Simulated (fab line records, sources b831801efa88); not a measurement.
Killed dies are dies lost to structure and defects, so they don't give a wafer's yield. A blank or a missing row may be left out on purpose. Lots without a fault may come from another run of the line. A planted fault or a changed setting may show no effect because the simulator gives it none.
fab line records | flow sky130
record lots=5 wafers=15 last_day=50
route steps=708 shown VIA1@465 METAL2@483
lots that met no fault: from a run of the same line without faults
start_h: hours from the record's first day to the start of the lot's first wafer shown | wait_h: hours since the lot's step before | " the same as in the row above | L1.1+2: a row that stands for several wafers | - no value, or no start given | * or withheld: withheld | < > ~ a bound
route shown NAME@n: a module of which the file shows steps, and the number in the route of the first | usual: mean/standard deviation of fault-free wafers | same: alike in all rows | chamber/n: place in a boat | sites: the reading at each site | _std_site: their standard deviation | _edge_site: outer sites' mean less inner sites' | radius_mm: how far each site lies from the wafer's centre | mask NAME#n: copy n | behind: the tool/chamber that last shaped the wafer | hold: why the lot was held/for how many hours/how that ended | device: the transistor (n, p or np) that didn't switch | end of line: the same wafers' tests at the end of the route | a step without rows: its recipe alone | killed: dies lost to structure and defects at the first sort, not the wafer's yield | map: a wafer's dies, x killed, . not, _ none there
set.NAME: the setting as run; set.NAME@STEP: as run at that earlier step | model.NAME: the simulator's own value behind a step, which no gauge read
lots at some steps of the route; a table a step, a row a wafer
services: from which hour (start_h, from the record's first day; less than 0 if before it) a tool's chamber was out of use, for how many hours, and why
## steps
# step SKY_VIA1_COAT_07
# recipe resist=KrF-thick spin_rpm=3000 resist_thk_nm=450
# usual dispense_pressure_kPa=46.1/1.5
# columns lot.wafer tool chamber start_h wait_h dispense_pressure_kPa
L080.2 litho_track-01 0 - - 46.3
L080.4 " 0 " " 46.3
L080.5 " 0 " " 46.3
L089.1 litho_track-04 0 - - 45.2
L089.3 " 0 " " 45.2
L089.4 " 0 " " 45.3
L092.1 litho_track-04 0 - - 45.3
L092.5 " 0 " " 45.3
L092.6 " 0 " " 45.3
L094.4 litho_track-02 0 - - 49.9
L094.5 " 0 " " 49.9
L094.6 " 0 " " 49.9
L096.1 litho_track-04 0 - - 45.2
L096.2 " 0 " " 45.3
L096.6 " 0 " " 45.3
# step SKY_VIA1_SOFTBAKE_08
# recipe temp_c=100 time_s=90 resist=KrF-thick
# usual plate_temp_C=100.02/0.14
# columns lot.wafer tool chamber start_h wait_h plate_temp_C
L080.2 litho_track-01 0 - - 100.02
L080.4 " 0 " " 99.91
L080.5 " 0 " " 99.93
L089.1 litho_track-04 0 - - 100.32
L089.3 " 0 " " 100.02
L089.4 " 0 " " 100.20
L092.1 litho_track-04 0 - - 100.14
L092.5 " 0 " " 99.97
L092.6 " 0 " " 100.23
L094.4 litho_track-02 0 - - 100.02
L094.5 " 0 " " 100.00
L094.6 " 0 " " 99.82
L096.1 litho_track-04 0 - - 99.85
L096.2 " 0 " " 99.92
L096.6 " 0 " " 99.70
# step SKY_VIA1_EXPOSE_09
# recipe mask_id=VIM na=0.8 source_shape=annular sigma_inner=0.55 sigma_outer=0.85 target_cd_nm=150 dose_mj=38
# usual stage_vel_mm_s=500.03/0.21
# columns lot.wafer tool chamber start_h wait_h mask stage_vel_mm_s
L080.2 krf_scanner-02 0 - - VIM#0 500.10
L080.4 " 0 " " VIM#0 499.99
L080.5 " 0 " " VIM#0 500.21
L089.1 krf_scanner-02 0 - - VIM#0 500.25
L089.3 " 0 " " VIM#0 500.12
L089.4 " 0 " " VIM#0 500.03
L092.1 krf_scanner-01 0 - - VIM#0 500.02
L092.5 " 0 " " VIM#0 500.17
L092.6 " 0 " " VIM#0 500.07
L094.4 krf_scanner-01 0 - - VIM#0 500.10
L094.5 " 0 " " VIM#0 499.62
L094.6 " 0 " " VIM#0 499.77
L096.1 krf_scanner-02 0 - - VIM#0 499.76
L096.2 " 0 " " VIM#0 500.03
L096.6 " 0 " " VIM#0 500.36
# step SKY_VIA1_PEB_10
# recipe peb_temp_c=withheld peb_time_s=withheld resist=KrF-thick
# columns lot.wafer tool chamber start_h wait_h
L080.2+4+5 litho_track-02 0 - -
L089.1+3+4 litho_track-01 0 - -
L092.1+5+6 litho_track-02 0 - -
L094.4+5+6 litho_track-01 0 - -
L096.1+2+6 litho_track-02 0 - -
# step SKY_VIA1_DEVELOP_11
# recipe develop_time_s=60 resist=KrF-thick dev_temp_c=21
# columns lot.wafer tool chamber start_h wait_h
L080.2+4+5 litho_track-02 0 - -
L089.1+3+4 litho_track-01 0 - -
L092.1+5+6 litho_track-02 0 - -
L094.4+5+6 litho_track-01 0 - -
L096.1+2+6 litho_track-02 0 - -
# step SKY_VIA1_CD_MEAS_12
# recipe target_cd_nm=150
# usual cd_nm=150.1/1.8
# columns lot.wafer tool chamber start_h wait_h cd_nm
L080.2 cd_sem-01 - 825.24 - 145.9
L080.4 " - " " 146.1
L080.5 " - " " 146.1
L089.1 cd_sem-01 - 926.99 - 151.7
L089.3 " - " " 152.5
L089.4 " - " " 151.6
L092.1 cd_sem-01 - 947.32 - 150.9
L092.5 " - " " 150.2
L092.6 " - " " 148.2
L094.4 cd_sem-01 - 969.50 - 151.8
L094.5 " - " " 148.3
L094.6 " - " " 148.3
L096.1 cd_sem-01 - 977.47 - 151.4
L096.2 " - " " 150.7
L096.6 " - " " 152.6
# step SKY_VIA1_OVL_MEAS_13
# usual VIA1_OVL=4/5.1
# columns lot.wafer tool chamber start_h wait_h VIA1_OVL[nm]
L080.2 overlay-02 - 825.35 0.1 -1
L080.4 " - " " 8
L080.5 " - " " -4
L089.1 overlay-01 - 927.11 0.1 3
L089.3 " - " " 1
L089.4 " - " " 15
L092.1 overlay-02 - 947.44 0.1 9
L092.5 " - " " 8
L092.6 " - " " -1
L094.4 overlay-02 - 969.58 0.1 1
L094.5 " - " " 4
L094.6 " - " " 4
L096.1 overlay-01 - 977.59 0.1 0
L096.2 " - " " 10
L096.6 " - " " 11
# step SKY_VIA1_ETCH_14
# recipe chemistry=N2/H2 target=BARC ion_energy_ev=200 source_w=500 bias_w=100 pressure_mtorr=30 n2_flow_sccm=100 h2_flow_sccm=200 stop_on=SiO2 time_s=45.9 target_depth_a=600
# usual drypump_motor_current_A=5.7/0.53 h2_flow_sccm=200.0/0.65 oes_product_au=0.854/0.0045 throttle_valve_pct=13.224/0.0075
# columns lot.wafer tool chamber start_h wait_h drypump_motor_current_A h2_flow_sccm oes_product_au rf_hours_counter_h throttle_valve_pct
L080.2 rie_diel-02 1 825.38 0.0 6.3 198.9 0.857 9 13.219
L080.4 " 3 " " 5.6 200.3 0.851 16 13.224
L080.5 " 2 " " 5.9 200.2 0.849 - 13.236
L089.1 rie_diel-03 0 927.15 0.0 6.4 199.8 0.860 8 13.217
L089.3 " 1 " " 6.4 199.2 0.855 14 13.223
L089.4 " 3 " " 5.2 199.4 0.854 5 13.228
L092.1 rie_diel-01 0 947.48 0.0 5.7 200.3 0.850 27 13.219
L092.5 " 0 " " 5.7 201.7 0.853 - 13.220
L092.6 " 3 " " 5.7 199.8 0.858 - 13.233
L094.4 rie_diel-03 0 969.60 0.0 6.4 199.1 0.858 10 13.221
L094.5 " 3 " " 5.2 199.3 0.850 - 13.228
L094.6 " 2 " " 5.1 199.9 0.850 - 13.235
L096.1 rie_diel-01 1 977.63 0.0 5.2 200.3 0.856 28 13.215
L096.2 " 3 " " 5.7 199.6 0.850 6 13.220
L096.6 " 2 " " 4.7 199.6 0.855 - 13.237
# step SKY_VIA1_ETCH_15
# recipe target=SiO2 chemistry=C4F8/O2/Ar target_depth_nm=351 stop_on=TiN mask_material=KrF-thick source_w=1500 bias_w=1200 pressure_mtorr=40 c4f8_flow_sccm=withheld O2_flow_sccm=6 Ar_flow_sccm=300 time_s=54
# usual oes_product_au=0.978/0.0055
# columns lot.wafer tool chamber start_h wait_h oes_product_au rf_hours_counter_h
L080.2 rie_diel-02 1 825.42 0.0 0.977 9
L080.4 " 3 " " 0.976 16
L080.5 " 2 " " 0.976 -
L089.1 rie_diel-03 0 927.19 0.0 0.977 8
L089.3 " 1 " " 0.976 14
L089.4 " 3 " " 0.975 5
L092.1 rie_diel-01 0 947.52 0.0 0.971 27
L092.5 " 0 " " 0.982 -
L092.6 " 3 " " 0.985 -
L094.4 rie_diel-03 0 969.64 0.0 0.984 10
L094.5 " 3 " " 0.975 -
L094.6 " 2 " " 0.983 -
L096.1 rie_diel-01 1 977.67 0.0 0.976 28
L096.2 " 3 " " 0.983 6
L096.6 " 2 " " 0.984 -
# step SKY_VIA1_STRIP_16
# recipe chemistry=O2/N2 power_w=1400 pressure_mtorr=1500 platen_temp_c=withheld o2_flow_sccm=3000 n2_flow_sccm=300 overash_fraction=0.5
# usual drypump_motor_current_A=5.7/0.41 oes_product_au=0.416/0.0047 strip_time_to_endpoint_s=4.468/0.022
# columns lot.wafer tool chamber start_h wait_h drypump_motor_current_A oes_product_au rf_hours_counter_h strip_time_to_endpoint_s
L080.2 plasma_asher-02 1 825.47 0.0 6.1 0.420 101 4.467
L080.4 " 1 " " 6.1 0.417 - 4.441
L080.5 " 0 " " 6.0 0.417 - 4.473
L089.1 plasma_asher-03 1 927.24 0.0 5.6 0.413 78 4.464
L089.3 " 0 " " 5.2 0.413 - 4.472
L089.4 " 1 " " 5.6 0.416 - 4.473
L092.1 plasma_asher-01 1 947.57 0.0 6.6 0.412 20 4.442
L092.5 " 0 " " 5.6 0.412 - 4.449
L092.6 " 1 " " 6.5 0.410 - 4.452
L094.4 plasma_asher-02 1 969.72 0.1 6.1 0.415 - 4.438
L094.5 " 1 " " 6.1 0.415 - 4.448
L094.6 " 0 " " 6.0 0.414 - 4.494
L096.1 plasma_asher-03 0 977.72 0.0 5.2 0.411 84 4.435
L096.2 " 1 " " 5.6 0.417 84 4.428
L096.6 " 1 " " 5.6 0.414 - 4.440
# step SKY_VIA1_STRIP_17
# recipe chemistry=post_etch_residue_remover time_s=1200 temp_c=72.5
# columns lot.wafer tool chamber start_h wait_h
L080.2+4+5 wet_bench-04 2 825.57 0.1
L089.1+3+4 wet_bench-03 0 927.34 0.1
L092.1+5+6 wet_bench-03 2 947.67 0.1
L094.4+5+6 wet_bench-03 2 969.79 0.0
L096.1+2+6 wet_bench-04 0 977.82 0.1
# step SKY_VIA1_CLEAN_18
# recipe chemistry=IPA time_s=180 temp_c=25
# columns lot.wafer tool chamber start_h wait_h
L080.2+4+5 wet_bench-01 3 825.91 0.0
L089.1+3+4 wet_bench-01 2 927.71 0.0
L092.1+5+6 wet_bench-01 1 948.01 0.0
L094.4+5+6 wet_bench-04 1 970.13 0.0
L096.1+2+6 wet_bench-01 0 978.50 0.0
# step SKY_VIA1_CLEAN_19
# recipe chemistry=O3/DIW dry=n2_spin
# columns lot.wafer tool chamber start_h wait_h
L080.2+4+5 wet_bench-04 2 825.97 0.0
L089.1+3+4 wet_bench-04 2 927.77 0.0
L092.1+5+6 wet_bench-04 1 948.07 0.0
L094.4+5+6 wet_bench-03 2 970.19 0.0
L096.1+2+6 wet_bench-04 1 978.56 0.0
# step SKY_VIA1_SPUTTER_20
# recipe material=TiN target_thk_nm=20 chamber_pressure_pa=5 power_w=4000 time_s=80
# usual throttle_valve_pct=30.0/1.3
# columns lot.wafer tool chamber start_h wait_h throttle_valve_pct
L080.2 pvd_sputter-01 - 826.06 0.0 28.2
L080.4 " - " " 31.2
L080.5 " - " " 30.4
L089.1 pvd_sputter-02 - 927.86 0.0 29.1
L089.3 " - " " 27.9
L089.4 " - " " 30.9
L092.1 pvd_sputter-02 - 948.16 0.0 28.2
L092.5 " - " " 31.0
L092.6 " - " " 30.7
L094.4 pvd_sputter-02 - 970.28 0.0 27.8
L094.5 " - " " 28.0
L094.6 " - " " 29.2
L096.1 pvd_sputter-03 - 978.65 0.0 29.1
L096.2 " - " " 30.9
L096.6 " - " " 30.7
# step SKY_VIA1_CVD_21
# recipe material=W target_thk_nm=270 time_s=80.902 temp_c=400 pressure_torr=40
# usual heater_power_w=791/42 susceptor_temp_C=400.01/0.21
# columns lot.wafer tool chamber start_h wait_h heater_power_w susceptor_temp_C
L080.2 cvd_w-01 1 826.12 0.0 754 400.17
L080.4 " 1 " " 755 400.15
L080.5 " 1 " " 762 400.01
L089.1 cvd_w-02 0 927.92 0.0 811 400.39
L089.3 " 1 " " 811 400.11
L089.4 " 0 " " 821 400.13
L092.1 cvd_w-01 0 948.22 0.0 745 399.67
L092.5 " 0 " " 730 399.85
L092.6 " 1 " " 711 399.80
L094.4 cvd_w-02 0 970.37 0.1 828 399.97
L094.5 " 0 " " 849 400.07
L094.6 " 1 " " 797 400.10
L096.1 cvd_w-01 1 978.71 0.0 708 399.81
L096.2 " 0 " " 758 400.25
L096.6 " 1 " " 705 399.89
# step SKY_VIA1_RS_MEAS_22
# recipe thk_meas_gauge=four-point-probe reads=W_of_VIA1_CVD_21+TiN_of_VIA1_SPUTTER_20
# usual VIA1_W_RS=0.426/0.0041
# columns lot.wafer tool chamber start_h wait_h VIA1_W_RS[ohm/sq]
L080.2 film_metro-02 - 826.23 0.1 0.423
L080.4 " - " " 0.424
L080.5 " - " " 0.424
L089.1 film_metro-01 - 928.01 0.1 0.424
L089.3 " - " " 0.423
L089.4 " - " " 0.425
L092.1 film_metro-03 - 948.31 0.1 0.427
L092.5 " - " " 0.428
L092.6 " - " " 0.429
L094.4 film_metro-03 - 970.49 0.1 0.424
L094.5 " - " " 0.429
L094.6 " - " " 0.428
L096.1 film_metro-03 - 978.81 0.1 0.420
L096.2 " - " " 0.427
L096.6 " - " " 0.420
# step SKY_VIA1_THK_MEAS_23
# recipe thk_meas_gauge=xrf reads=W_of_VIA1_CVD_21
# usual VIA1_W_THK=274/3.8
# columns lot.wafer tool chamber start_h wait_h VIA1_W_THK[nm]
L080.2 film_metro-02 - 826.34 0.1 281
L080.4 " - " " 279
L080.5 " - " " 279
L089.1 film_metro-01 - 928.13 0.1 275
L089.3 " - " " 276
L089.4 " - " " 275
L092.1 film_metro-03 - 948.43 0.1 268
L092.5 " - " " 268
L092.6 " - " " 268
L094.4 film_metro-03 - 970.58 0.1 273
L094.5 " - " " 270
L094.6 " - " " 269
L096.1 film_metro-03 - 978.93 0.1 275
L096.2 " - " " 270
L096.6 " - " " 277
# step SKY_VIA1_CMP_24
# recipe stop_on=SiO2 t_overpolish_s=15 down_force_psi=3.5 platen_rpm=60 target_thk_nm=0 pad_velocity_m_s=0.94248
# usual motor_current_A=11.8/0.75 overpolish_run_s=15.001/0.0093 time_to_endpoint_s=66/3.4
# same t_overpolish_s=15
# columns lot.wafer tool chamber start_h wait_h motor_current_A overpolish_run_s time_to_endpoint_s
L080.4 cmp-02 1 826.49 0.1 11.0 15.001 72
L080.2 " 2 " " 13.4 15.006 70
L080.5 " 0 " " 12.1 14.986 69
L089.3 cmp-02 3 928.19 0.0 10.8 14.989 63
L089.1 " 0 " " 11.3 15.004 68
L089.4 " 1 " " 12.2 15.004 72
L092.1 cmp-02 2 948.49 0.1 12.8 14.981 65
L092.6 " 2 " " 13.1 15.002 67
L092.5 " 3 " " 11.2 15.013 64
L094.4 cmp-02 0 970.76 0.2 12.0 14.998 71
L094.5 " 1 " " 11.2 14.990 69
L094.6 " 2 " " 13.4 14.994 69
L096.1 cmp-02 0 978.99 0.1 12.0 15.004 70
L096.2 " 3 " " 10.7 15.012 65
L096.6 " 0 " " 12.3 14.988 67
# step SKY_METAL2_SPUTTER_00
# recipe material=Ti target_thk_nm=15 power_w=3000 time_s=10 chamber_pressure_pa=0.4
# usual throttle_valve_pct=30.3/1.2
# columns lot.wafer tool chamber start_h wait_h throttle_valve_pct
L080.2 pvd_sputter-03 - 826.69 0.1 29.2
L080.4 " - " " 32.3
L080.5 " - " " 30.9
L089.1 pvd_sputter-03 - 928.49 0.2 30.3
L089.3 " - " " 32.3
L089.4 " - " " 28.9
L092.1 pvd_sputter-03 - 948.79 0.2 32.6
L092.5 " - " " 29.0
L092.6 " - " " 30.6
L094.4 pvd_sputter-04 - 970.91 0.1 30.3
L094.5 " - " " 29.4
L094.6 " - " " 29.3
L096.1 pvd_sputter-04 - 979.29 0.2 32.0
L096.2 " - " " 29.3
L096.6 " - " " 29.0
# step SKY_METAL2_SPUTTER_01
# recipe material=TiN target_thk_nm=20 power_w=6500 time_s=16.7 chamber_pressure_pa=0.4
# usual throttle_valve_pct=30.3/1.2
# columns lot.wafer tool chamber start_h wait_h throttle_valve_pct
L080.2 pvd_sputter-03 - 826.72 0.0 29.1
L080.4 " - " " 32.5
L080.5 " - " " 30.5
L089.1 pvd_sputter-03 - 928.52 0.0 30.7
L089.3 " - " " 32.3
L089.4 " - " " 29.0
L092.1 pvd_sputter-03 - 948.82 0.0 32.3
L092.5 " - " " 29.1
L092.6 " - " " 30.6
L094.4 pvd_sputter-04 - 970.94 0.0 30.1
L094.5 " - " " 29.5
L094.6 " - " " 29.2
L096.1 pvd_sputter-04 - 979.31 0.0 32.0
L096.2 " - " " 29.3
L096.6 " - " " 29.2
# step SKY_METAL2_SPUTTER_02
# recipe material=AlCu target_thk_nm=250 power_w=10600 time_s=13.3 chamber_pressure_pa=0.4
# usual throttle_valve_pct=30.3/1.2
# columns lot.wafer tool chamber start_h wait_h throttle_valve_pct
L080.2 pvd_sputter-03 - 826.74 0.0 28.9
L080.4 " - " " 32.6
L080.5 " - " " 30.6
L089.1 pvd_sputter-03 - 928.54 0.0 30.6
L089.3 " - " " 32.2
L089.4 " - " " 29.3
L092.1 pvd_sputter-03 - 948.84 0.0 32.3
L092.5 " - " " 29.2
L092.6 " - " " 30.7
L094.4 pvd_sputter-04 - 970.96 0.0 30.3
L094.5 " - " " 29.3
L094.6 " - " " 29.6
L096.1 pvd_sputter-04 - 979.33 0.0 31.8
L096.2 " - " " 29.4
L096.6 " - " " 29.2
# step SKY_METAL2_SPUTTER_03
# recipe material=Ti target_thk_nm=5 power_w=3000 time_s=3.3 chamber_pressure_pa=0.4
# usual throttle_valve_pct=30.3/1.1
# columns lot.wafer tool chamber start_h wait_h throttle_valve_pct
L080.2 pvd_sputter-03 - 826.77 0.0 29.4
L080.4 " - " " 32.3
L080.5 " - " " 30.6
L089.1 pvd_sputter-03 - 928.57 0.0 30.5
L089.3 " - " " 32.3
L089.4 " - " " 28.8
L092.1 pvd_sputter-03 - 948.87 0.0 32.5
L092.5 " - " " 29.0
L092.6 " - " " 30.7
L094.4 pvd_sputter-04 - 970.99 0.0 30.1
L094.5 " - " " 29.4
L094.6 " - " " 29.3
L096.1 pvd_sputter-04 - 979.36 0.0 31.8
L096.2 " - " " 29.2
L096.6 " - " " 29.4
# step SKY_METAL2_SPUTTER_04
# recipe material=TiN target_thk_nm=70 power_w=6500 time_s=58.3 chamber_pressure_pa=0.4
# usual throttle_valve_pct=30.3/1.1
# columns lot.wafer tool chamber start_h wait_h throttle_valve_pct
L080.2 pvd_sputter-03 - 826.78 0.0 29.2
L080.4 " - " " 32.1
L080.5 " - " " 30.7
L089.1 pvd_sputter-03 - 928.58 0.0 30.6
L089.3 " - " " 32.3
L089.4 " - " " 29.2
L092.1 pvd_sputter-03 - 948.88 0.0 32.1
L092.5 " - " " 29.0
L092.6 " - " " 30.5
L094.4 pvd_sputter-04 - 971.00 0.0 30.0
L094.5 " - " " 29.3
L094.6 " - " " 29.2
L096.1 pvd_sputter-04 - 979.38 0.0 31.8
L096.2 " - " " 29.2
L096.6 " - " " 29.5
# step SKY_METAL2_RS_MEAS_05
# recipe thk_meas_gauge=four-point-probe reads=TiN_of_METAL2_SPUTTER_04+Ti_of_METAL2_SPUTTER_03+AlCu_of_METAL2_SPUTTER_02+TiN_of_METAL2_SPUTTER_01+Ti_of_METAL2_SPUTTER_00
# usual METAL2_ALCU_RS=0.1265/0.0014
# columns lot.wafer tool chamber start_h wait_h METAL2_ALCU_RS[ohm/sq]
L080.2 film_metro-01 - 826.85 0.0 0.1267
L080.4 " - " " 0.1267
L080.5 " - " " 0.1264
L089.1 film_metro-03 - 928.63 0.0 0.1258
L089.3 " - " " 0.1270
L089.4 " - " " 0.1269
L092.1 film_metro-03 - 948.93 0.0 0.1266
L092.5 " - " " 0.1266
L092.6 " - " " 0.1244
L094.4 film_metro-04 - 971.11 0.1 0.1258
L094.5 " - " " 0.1245
L094.6 " - " " 0.1237
L096.1 film_metro-01 - 979.43 0.0 0.1283
L096.2 " - " " 0.1245
L096.6 " - " " 0.1249
# step SKY_METAL2_THK_MEAS_06
# recipe thk_meas_gauge=xrf reads=AlCu_of_METAL2_SPUTTER_02
# usual METAL2_ALCU_THK=246.6/2.9
# columns lot.wafer tool chamber start_h wait_h METAL2_ALCU_THK[nm]
L080.2 film_metro-01 - 826.96 0.1 242.1
L080.4 " - " " 247.3
L080.5 " - " " 248.2
L089.1 film_metro-03 - 928.75 0.1 246.5
L089.3 " - " " 243.6
L089.4 " - " " 245.3
L092.1 film_metro-03 - 949.05 0.1 245.8
L092.5 " - " " 245.1
L092.6 " - " " 248.0
L094.4 film_metro-04 - 971.20 0.1 246.8
L094.5 " - " " 251.4
L094.6 " - " " 253.3
L096.1 film_metro-01 - 979.55 0.1 243.6
L096.2 " - " " 249.9
L096.6 " - " " 251.9
# step SKY_METAL2_DEHYDRATE_07
# recipe temp_c=200 time_s=60
# usual plate_temp_C=200.02/0.16
# columns lot.wafer tool chamber start_h wait_h plate_temp_C
L080.2 litho_track-01 0 840.27 13.3 200.19
L080.4 " 0 " " 199.94
L080.5 " 0 " " 200.06
L089.1 litho_track-02 0 940.17 11.4 199.93
L089.3 " 0 " " 199.94
L089.4 " 0 " " 200.06
L092.1 litho_track-01 0 960.89 11.8 200.13
L092.5 " 0 " " 200.10
L092.6 " 0 " " 200.00
L094.4 litho_track-02 0 982.85 11.6 200.13
L094.5 " 0 " " 199.95
L094.6 " 0 " " 199.84
L096.1 litho_track-02 0 989.62 10.1 199.76
L096.2 " 0 " " 199.73
L096.6 " 0 " " 199.93
# step SKY_METAL2_HMDS_08
# recipe prime_time_s=60 prime_temp_c=120
# columns lot.wafer tool chamber start_h wait_h
L080.2+4+5 litho_track-01 0 840.42 0.1
L089.1+3+4 litho_track-02 0 940.32 0.1
L092.1+5+6 litho_track-01 0 961.04 0.1
L094.4+5+6 litho_track-02 0 983.00 0.1
L096.1+2+6 litho_track-02 0 989.77 0.1
# step SKY_METAL2_COAT_09
# recipe resist=BARC temp_c=withheld time_s=withheld spin_rpm=3000 resist_thk_nm=60
# usual dispense_pressure_kPa=49.0/1.5
# columns lot.wafer tool chamber start_h wait_h dispense_pressure_kPa
L080.2 litho_track-01 0 840.57 0.1 46.3
L080.4 " 0 " " 46.3
L080.5 " 0 " " 46.3
L089.1 litho_track-02 0 940.47 0.1 49.9
L089.3 " 0 " " 49.9
L089.4 " 0 " " 49.9
L092.1 litho_track-01 0 961.19 0.1 46.3
L092.5 " 0 " " 46.3
L092.6 " 0 " " 46.3
L094.4 litho_track-02 0 983.15 0.1 49.9
L094.5 " 0 " " 49.9
L094.6 " 0 " " 49.9
L096.1 litho_track-02 0 989.92 0.1 49.9
L096.2 " 0 " " 49.9
L096.6 " 0 " " 49.9
# step SKY_METAL2_COAT_10
# recipe resist=KrF-thick spin_rpm=3000 resist_thk_nm=450
# usual dispense_pressure_kPa=49.0/1.5
# columns lot.wafer tool chamber start_h wait_h dispense_pressure_kPa
L080.2 litho_track-01 0 - - 46.3
L080.4 " 0 " " 46.3
L080.5 " 0 " " 46.3
L089.1 litho_track-02 0 - - 49.9
L089.3 " 0 " " 49.9
L089.4 " 0 " " 49.9
L092.1 litho_track-01 0 - - 46.3
L092.5 " 0 " " 46.3
L092.6 " 0 " " 46.3
L094.4 litho_track-02 0 - - 49.9
L094.5 " 0 " " 49.9
L094.6 " 0 " " 49.9
L096.1 litho_track-02 0 - - 49.9
L096.2 " 0 " " 49.9
L096.6 " 0 " " 49.9
# step SKY_METAL2_SOFTBAKE_11
# recipe temp_c=100 time_s=90 resist=KrF-thick
# usual plate_temp_C=100.01/0.11
# columns lot.wafer tool chamber start_h wait_h plate_temp_C
L080.2 litho_track-01 0 - - 99.95
L080.4 " 0 " " 100.12
L080.5 " 0 " " 100.03
L089.1 litho_track-02 0 - - 100.02
L089.3 " 0 " " 99.97
L089.4 " 0 " " 99.94
L092.1 litho_track-01 0 - - 100.20
L092.5 " 0 " " 100.38
L092.6 " 0 " " 100.19
L094.4 litho_track-02 0 - - 100.27
L094.5 " 0 " " 99.98
L094.6 " 0 " " 99.97
L096.1 litho_track-02 0 - - 99.78
L096.2 " 0 " " 100.18
L096.6 " 0 " " 99.89
# step SKY_METAL2_EXPOSE_12
# recipe mask_id=MM2 na=0.8 source_shape=annular sigma_inner=0.55 sigma_outer=0.85 target_cd_nm=140 dose_mj=28
# usual stage_vel_mm_s=499.96/0.24
# columns lot.wafer tool chamber start_h wait_h mask stage_vel_mm_s
L080.2 krf_scanner-01 0 - - MM2#0 499.73
L080.4 " 0 " " MM2#0 499.98
L080.5 " 0 " " MM2#0 499.90
L089.1 krf_scanner-01 0 - - MM2#0 499.78
L089.3 " 0 " " MM2#0 499.97
L089.4 " 0 " " MM2#0 499.65
L092.1 krf_scanner-02 0 - - MM2#0 499.80
L092.5 " 0 " " MM2#0 500.01
L092.6 " 0 " " MM2#0 499.79
L094.4 krf_scanner-02 0 - - MM2#0 499.28
L094.5 " 0 " " MM2#0 499.82
L094.6 " 0 " " MM2#0 499.83
L096.1 krf_scanner-01 0 - - MM2#0 499.83
L096.2 " 0 " " MM2#0 500.13
L096.6 " 0 " " MM2#0 499.98
# step SKY_METAL2_PEB_13
# recipe peb_temp_c=withheld peb_time_s=withheld resist=KrF-thick
# columns lot.wafer tool chamber start_h wait_h
L080.2+4+5 litho_track-03 0 - -
L089.1+3+4 litho_track-01 0 - -
L092.1+5+6 litho_track-02 0 - -
L094.4+5+6 litho_track-02 0 - -
L096.1+2+6 litho_track-01 0 - -
# step SKY_METAL2_DEVELOP_14
# recipe develop_time_s=60 resist=KrF-thick dev_temp_c=21
# columns lot.wafer tool chamber start_h wait_h
L080.2+4+5 litho_track-03 0 - -
L089.1+3+4 litho_track-01 0 - -
L092.1+5+6 litho_track-02 0 - -
L094.4+5+6 litho_track-02 0 - -
L096.1+2+6 litho_track-01 0 - -
# step SKY_METAL2_CD_MEAS_15
# recipe target_cd_nm=140
# usual cd_nm=140.1/1.6
# columns lot.wafer tool chamber start_h wait_h cd_nm
L080.2 cd_sem-01 - 852.85 - 136.6
L080.4 " - " " 137.3
L080.5 " - " " 137.7
L089.1 cd_sem-02 - 953.84 - 143.2
L089.3 " - " " 143.3
L089.4 " - " " 143.4
L092.1 cd_sem-01 - 975.17 - 138.1
L092.5 " - " " 139.4
L092.6 " - " " 139.5
L094.4 cd_sem-02 - 994.98 - 139.7
L094.5 " - " " 138.7
L094.6 " - " " 141.0
L096.1 cd_sem-02 - 1002.99 - 141.5
L096.2 " - " " 142.4
L096.6 " - " " 141.4
# step SKY_METAL2_OVL_MEAS_16
# usual METAL2_OVL=1/5.6
# columns lot.wafer tool chamber start_h wait_h METAL2_OVL[nm]
L080.2 overlay-02 - 852.96 0.1 4
L080.4 " - " " 6
L080.5 " - " " 1
L089.1 overlay-02 - 953.96 0.1 4
L089.3 " - " " -2
L089.4 " - " " -2
L092.1 overlay-02 - 975.29 0.1 13
L092.5 " - " " 11
L092.6 " - " " 12
L094.4 overlay-01 - 995.06 0.1 -2
L094.5 " - " " 5
L094.6 " - " " 2
L096.1 overlay-02 - 1003.11 0.1 -12
L096.2 " - " " -1
L096.6 " - " " -7
# step SKY_METAL2_DESCUM_17
# recipe chemistry=O2 source_power_w=150 bias_power_w=0 pressure_mtorr=10 temp_c=40 time_s=8
# usual drypump_motor_current_A=6.0/0.42 oes_product_au=0.999/0.011
# columns lot.wafer tool chamber start_h wait_h drypump_motor_current_A oes_product_au rf_hours_counter_h
L080.2 rie_metal-02 1 853.00 0.0 6.1 1.011 -
L080.4 " 1 " " 6.1 1.011 -
L080.5 " 1 " " 6.1 1.003 -
L089.1 rie_metal-04 0 954.00 0.0 5.7 1.002 14
L089.3 " 0 " " 5.7 0.989 -
L089.4 " 1 " " 5.7 1.000 -
L092.1 rie_metal-02 1 975.33 0.0 6.1 0.997 12
L092.5 " 0 " " 5.4 1.003 -
L092.6 " 1 " " 6.1 1.007 -
L094.4 rie_metal-02 0 995.09 0.0 5.3 0.998 -
L094.5 " 0 " " 5.4 1.000 -
L094.6 " 1 " " 6.1 1.008 -
L096.1 rie_metal-04 0 1003.15 0.0 5.7 0.985 16
L096.2 " 1 " " 5.7 1.000 6
L096.6 " 0 " " 5.7 0.982 -
## services
# columns tool chamber start_h hours kind
pvd_sputter-04 - 790.78 3.9 repair
pvd_sputter-04 - 797.89 3.4 repair
wet_bench-03 - 811.38 48.0 repair
krf_scanner-02 - 814.60 1.3 pm
krf_scanner-01 - 834.61 0.5 repair
krf_scanner-01 - 839.82 0.8 pm
krf_scanner-01 - 848.04 0.2 repair
pvd_sputter-03 - 852.90 2.4 repair
pvd_sputter-03 - 859.39 0.8 repair
krf_scanner-02 - 868.25 0.8 pm
krf_scanner-01 - 881.66 0.1 repair
krf_scanner-01 - 889.44 1.3 pm
krf_scanner-01 - 890.74 0.8 pm
cmp-02 - 906.44 1.8 repair
pvd_sputter-04 - 913.26 2.2 repair
krf_scanner-01 - 917.11 4.4 pm
cmp-02 - 918.30 0.5 repair
krf_scanner-02 - 921.79 1.0 pm
krf_scanner-01 - 936.86 1.0 pm
cmp-02 - 946.01 2.4 repair
cmp-02 - 954.34 1.3 repair
krf_scanner-02 - 990.39 1.3 pm
pvd_sputter-04 - 993.61 7.5 repair
krf_scanner-02 - 1000.55 1.0 repair
## key
fault none
